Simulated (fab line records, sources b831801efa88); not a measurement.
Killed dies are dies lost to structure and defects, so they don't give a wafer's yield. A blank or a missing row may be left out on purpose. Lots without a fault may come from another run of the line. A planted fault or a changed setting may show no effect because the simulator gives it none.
Chamber matching | flow sky130 | SKY_FIELD_ISO_ETCH_17 on rie_si-01: 4 sister chambers
The step etches Si in HBr/Cl2/O2, target depth 342 nm, time 97.7 s. 8 wafers are shown with their chamber, then 7 later ones without.

WAFERS WITH THEIR CHAMBER
wafer  | chamber | drypump_motor_current_A (A) | oes_product_au (a.u.)
L735.3 | 1       | 6.0                         | 0.965
L736.5 | 3       | 5.8                         | 0.996
L740.1 | 3       | 5.8                         | 1.009
L741.1 | 0       | 5.9                         | 1.009
L741.3 | 2       | 4.7                         | 0.993
L741.6 | 0       | 6.0                         | 1.025
L744.1 | 2       | 4.7                         | 0.991
L744.5 | 1       | 6.0                         | 0.983

WAFERS WITHOUT THEIR CHAMBER
wafer  | drypump_motor_current_A (A) | oes_product_au (a.u.)
L744.6 | 5.9                         | 1.012
L750.1 | 5.9                         | 0.978
L750.2 | 4.7                         | 0.987
L750.3 | 5.9                         | 1.001
L752.1 | 6.0                         | 0.976
L752.2 | 5.9                         | 1.000
L752.5 | 4.7                         | 0.993

WHICH CHAMBER EACH WENT THROUGH
wafer  | from the rows above          | in truth
L744.6 | can't be placed: 0 or 3      | 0
L750.1 | can't be placed: 1 or 3 or 0 | 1
L750.2 | 2                            | 2
L750.3 | can't be placed: 0 or 3 or 1 | 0
L752.1 | 1                            | 1
L752.2 | can't be placed: 0 or 3 or 1 | 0
L752.5 | 2                            | 2
Placed correctly: 3 of 7. Can't be placed from these rows: 4 (the true chamber is among the candidates in 4). Placed wrongly: 0.
How it was worked out, from the rows above alone: a wafer's distance from a chamber is the root of the sum, over the readings, of the square of ((its reading less the chamber's mean) divided by the reading's scatter). The wafer belongs to the nearest chamber; if the next one is less than 2 further off, it can't be placed. A chamber's mean is the mean of its shown wafers. The scatter: the root of (the sum of the squares of (reading less its chamber's mean) over the shown wafers, divided by (wafers less chambers)).
